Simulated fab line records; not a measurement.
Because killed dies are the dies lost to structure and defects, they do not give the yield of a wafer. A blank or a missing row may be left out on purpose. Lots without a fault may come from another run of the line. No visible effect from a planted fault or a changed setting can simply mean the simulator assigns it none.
Matching of chambers / flow sky130 / cmp-02 running SKY_LI_CONTACT_CMP_24: 4 sister chambers
The step polishes, stops on PSG, t overpolish 20 s, target thk 0 nm. 20 wafers are shown with their chamber, then 9 later ones without.

== WAFERS WITH THEIR CHAMBER ==
wafer=L964.1; chamber=0; motor-current-A (A)=10.4; platen-rpm (rpm)=60.05; time-to-endpoint-s (s)=95
wafer=L964.5; chamber=1; motor-current-A (A)=12.9; platen-rpm (rpm)=59.98; time-to-endpoint-s (s)=91
wafer=L964.6; chamber=0; motor-current-A (A)=10.1; platen-rpm (rpm)=59.97; time-to-endpoint-s (s)=94
wafer=L965.2; chamber=0; motor-current-A (A)=10.0; platen-rpm (rpm)=59.92; time-to-endpoint-s (s)=95
wafer=L965.3; chamber=3; motor-current-A (A)=9.9; platen-rpm (rpm)=60.02; time-to-endpoint-s (s)=90
wafer=L965.4; chamber=2; motor-current-A (A)=10.3; platen-rpm (rpm)=60.06; time-to-endpoint-s (s)=92
wafer=L966.3; chamber=2; motor-current-A (A)=9.9; platen-rpm (rpm)=60.09; time-to-endpoint-s (s)=98
wafer=L966.4; chamber=3; motor-current-A (A)=10.6; platen-rpm (rpm)=59.96; time-to-endpoint-s (s)=95
wafer=L966.6; chamber=3; motor-current-A (A)=10.1; platen-rpm (rpm)=59.97; time-to-endpoint-s (s)=98
wafer=L968.1; chamber=2; motor-current-A (A)=10.9; platen-rpm (rpm)=60.04; time-to-endpoint-s (s)=96
wafer=L968.3; chamber=3; motor-current-A (A)=9.9; platen-rpm (rpm)=60.01; time-to-endpoint-s (s)=90
wafer=L968.6; chamber=0; motor-current-A (A)=10.8; platen-rpm (rpm)=59.99; time-to-endpoint-s (s)=94
wafer=L975.5; chamber=0; motor-current-A (A)=10.7; platen-rpm (rpm)=60.01; time-to-endpoint-s (s)=97
wafer=L975.6; chamber=3; motor-current-A (A)=10.0; platen-rpm (rpm)=60.02; time-to-endpoint-s (s)=94
wafer=L978.4; chamber=0; motor-current-A (A)=10.7; platen-rpm (rpm)=60.00; time-to-endpoint-s (s)=92
wafer=L978.5; chamber=1; motor-current-A (A)=12.8; platen-rpm (rpm)=60.03; time-to-endpoint-s (s)=91
wafer=L978.6; chamber=0; motor-current-A (A)=10.6; platen-rpm (rpm)=60.04; time-to-endpoint-s (s)=89
wafer=L980.3; chamber=3; motor-current-A (A)=10.3; platen-rpm (rpm)=60.06; time-to-endpoint-s (s)=95
wafer=L980.4; chamber=0; motor-current-A (A)=11.1; platen-rpm (rpm)=59.98; time-to-endpoint-s (s)=94
wafer=L980.5; chamber=1; motor-current-A (A)=12.2; platen-rpm (rpm)=60.02; time-to-endpoint-s (s)=92

SIGNATURES, as means of the wafers listed above
reading=motor-current-A; chamber 0=10.550; chamber 1=12.633; chamber 2=10.367; chamber 3=10.133; scatter within a chamber=0.363
reading=platen-rpm; chamber 0=59.9950; chamber 1=60.0100; chamber 2=60.0633; chamber 3=60.0067; scatter within a chamber=0.0364
reading=time-to-endpoint-s; chamber 0=93.75; chamber 1=91.33; chamber 2=95.33; chamber 3=93.67; scatter within a chamber=2.6
Rule: a wafer lies at a distance from a chamber equal to the root of the sum of squares, over the readings, of (its reading less the chamber's mean, divided by the reading's scatter). The wafer belongs to the nearest chamber; if the next one is less than 2 further off, it can't be placed. The scatter: take each reading less its chamber's mean, square it, sum over the shown wafers, divide by the number of wafers less the number of chambers, and take the root.

== WAFERS WHOSE CHAMBER IS MISSING ==
wafer=L982.2; motor-current-A (A)=10.1; platen-rpm (rpm)=59.93; time-to-endpoint-s (s)=89
wafer=L982.4; motor-current-A (A)=10.7; platen-rpm (rpm)=59.95; time-to-endpoint-s (s)=87
wafer=L982.6; motor-current-A (A)=12.4; platen-rpm (rpm)=60.01; time-to-endpoint-s (s)=94
wafer=L984.2; motor-current-A (A)=10.6; platen-rpm (rpm)=59.98; time-to-endpoint-s (s)=90
wafer=L984.3; motor-current-A (A)=10.4; platen-rpm (rpm)=60.03; time-to-endpoint-s (s)=96
wafer=L984.5; motor-current-A (A)=10.5; platen-rpm (rpm)=60.02; time-to-endpoint-s (s)=96
wafer=L987.1; motor-current-A (A)=11.0; platen-rpm (rpm)=59.97; time-to-endpoint-s (s)=96
wafer=L987.2; motor-current-A (A)=10.7; platen-rpm (rpm)=60.02; time-to-endpoint-s (s)=103
wafer=L987.6; motor-current-A (A)=10.2; platen-rpm (rpm)=59.98; time-to-endpoint-s (s)=102

== EACH ONE'S CHAMBER ==
wafer=L982.2; from the rows above=can't be placed: 3 or 0 or 2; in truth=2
wafer=L982.4; from the rows above=can't be placed: 0 or 3 or 2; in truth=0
wafer=L982.6; from the rows above=1; in truth=1
wafer=L984.2; from the rows above=can't be placed: 0 or 3 or 2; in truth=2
wafer=L984.3; from the rows above=can't be placed: 2 or 3 or 0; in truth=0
wafer=L984.5; from the rows above=can't be placed: 0 or 2 or 3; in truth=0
wafer=L987.1; from the rows above=can't be placed: 0 or 3 or 2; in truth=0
wafer=L987.2; from the rows above=can't be placed: 2 or 0 or 3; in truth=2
wafer=L987.6; from the rows above=can't be placed: 3 or 0 or 2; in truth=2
Correctly placed: 1 of 9. These rows do not allow placing 8 (true chamber among the candidates in 8). 0 placed wrongly.
